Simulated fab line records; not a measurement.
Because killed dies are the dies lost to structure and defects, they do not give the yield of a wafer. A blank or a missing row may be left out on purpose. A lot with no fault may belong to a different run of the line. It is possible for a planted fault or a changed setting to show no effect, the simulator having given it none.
Which of the tools did it? | flow sky130 | Sampling: 13 lots, 39 wafers, 3 of 708 route steps

WHAT THE GAUGES READ, wafer by wafer
SKY_VIA2_THK_MEAS_01.
lot  | measured     | on           | VIA2_HDPCVD_THK (nm)
L301 | day 35 04:14 | filmMetro-04 | 1180 1202 1197
L303 | day 36 07:02 | filmMetro-04 | 1172 1173 1174
L304 | day 36 12:49 | filmMetro-04 | 1172 1171 1171
L305 | day 37 14:56 | filmMetro-01 | 1173 1174 1162
L306 | day 37 19:11 | filmMetro-04 | 1183 1175 1180
L308 | day 38 09:23 | filmMetro-02 | 1184 1177 1183
L311 | day 38 11:38 | filmMetro-01 | 1164 1167 1153
L310 | day 38 13:27 | filmMetro-04 | 1175 1172 1181
L312 | day 38 23:40 | filmMetro-01 | 1169 1181 1156
L313 | day 39 07:20 | filmMetro-02 | 1183 1161 1166
L314 | day 39 12:26 | filmMetro-02 | 1182 1181 1166
L319 | day 41 05:23 | filmMetro-01 | 1163 1171 1173
L322 | day 41 23:56 | filmMetro-02 | 1182 1189 1164

SKY_VIA2_THK_MEAS_23: measures by xrf.
lot  | measured     | on           | VIA2_W_THK (nm)
L301 | day 36 08:29 | filmMetro-04 | 405 400 410
L303 | day 37 11:24 | filmMetro-02 | 417 420 422
L304 | day 37 16:32 | filmMetro-01 | 422 426 431
L305 | day 38 18:10 | filmMetro-02 | 414 416 415
L306 | day 38 22:44 | filmMetro-02 | 417 416 422
L308 | day 39 11:50 | filmMetro-01 | 438 428 439
L311 | day 39 14:51 | filmMetro-01 | 437 437 438
L310 | day 39 16:28 | filmMetro-01 | 436 429 431
L312 | day 40 02:04 | filmMetro-02 | 419 424 421
L313 | day 40 09:36 | filmMetro-04 | 406 399 406
L314 | day 40 14:44 | filmMetro-01 | 415 415 416
L319 | day 42 06:07 | filmMetro-01 | 435 433 433
L322 | day 43 00:31 | filmMetro-02 | 426 427 419

EACH LOT AND THE TOOL THAT RAN IT (in order: tool; ch and the chambers of the sampled wafers; start)
lot  | SKY_METAL2_SPUTTER_02
L301 | pvdSputter-02, day 34 00:47
L303 | pvdSputter-02, day 35 02:34
L304 | pvdSputter-03, day 35 09:26
L305 | pvdSputter-04, day 36 11:40
L306 | pvdSputter-04, day 36 16:06
L308 | pvdSputter-04, day 37 05:54
L311 | pvdSputter-03, day 37 08:37
L310 | pvdSputter-02, day 37 10:13
L312 | pvdSputter-02, day 37 21:04
L313 | pvdSputter-04, day 38 05:01
L314 | pvdSputter-03, day 38 10:55
L319 | pvdSputter-03, day 40 03:34
L322 | pvdSputter-04, day 40 22:40
- SKY_METAL2_SPUTTER_02: material AlCu, target thk 250 nm, time 13.3 s.

WHAT THE TOOLS THEMSELVES READ (means of the sampled wafers that have a number; where no wafer has one, the mark that the record gives instead)
SKY_METAL2_SPUTTER_02.
lot  | tool          | throttleValvePct (%)
L301 | pvdSputter-02 | 29.4
L303 | pvdSputter-02 | 29.2
L304 | pvdSputter-03 | 29.7
L305 | pvdSputter-04 | 28.2
L306 | pvdSputter-04 | 29.5
L308 | pvdSputter-04 | 30.4
L311 | pvdSputter-03 | 29.5
L310 | pvdSputter-02 | 28.7
L312 | pvdSputter-02 | 29.1
L313 | pvdSputter-04 | 28.8
L314 | pvdSputter-03 | 29.4
L319 | pvdSputter-03 | 29.3
L322 | pvdSputter-04 | 27.9

THE ANSWER, worked out from the rows above alone
Rule: what is usual is taken from the lots themselves. The widest of any qualifying gaps counts: lots, ordered by their means at a reading, are off when they make up no more than a third of the lots, leave a main group of 4 or more, and stand apart from it by 3 or more times the standard deviation of that group's means. Not used: any main group whose means are identical at the precision the tables above print for the reading. Also off: a lot with no number at a reading for which 4 or more lots have one. All remaining lots with rows at the step are treated as sound. After the gauges, taken in route order, come the tools' own readings; for these a lot's mean is taken, as printed above. The first step at which some lot is off is used, and at that step the reading that is off furthest; a lot without a number counts as furthest.
Across all readings shown, no lot is off: no conclusion can be drawn from this.

WHAT THE SIMULATOR HAD INSERTED
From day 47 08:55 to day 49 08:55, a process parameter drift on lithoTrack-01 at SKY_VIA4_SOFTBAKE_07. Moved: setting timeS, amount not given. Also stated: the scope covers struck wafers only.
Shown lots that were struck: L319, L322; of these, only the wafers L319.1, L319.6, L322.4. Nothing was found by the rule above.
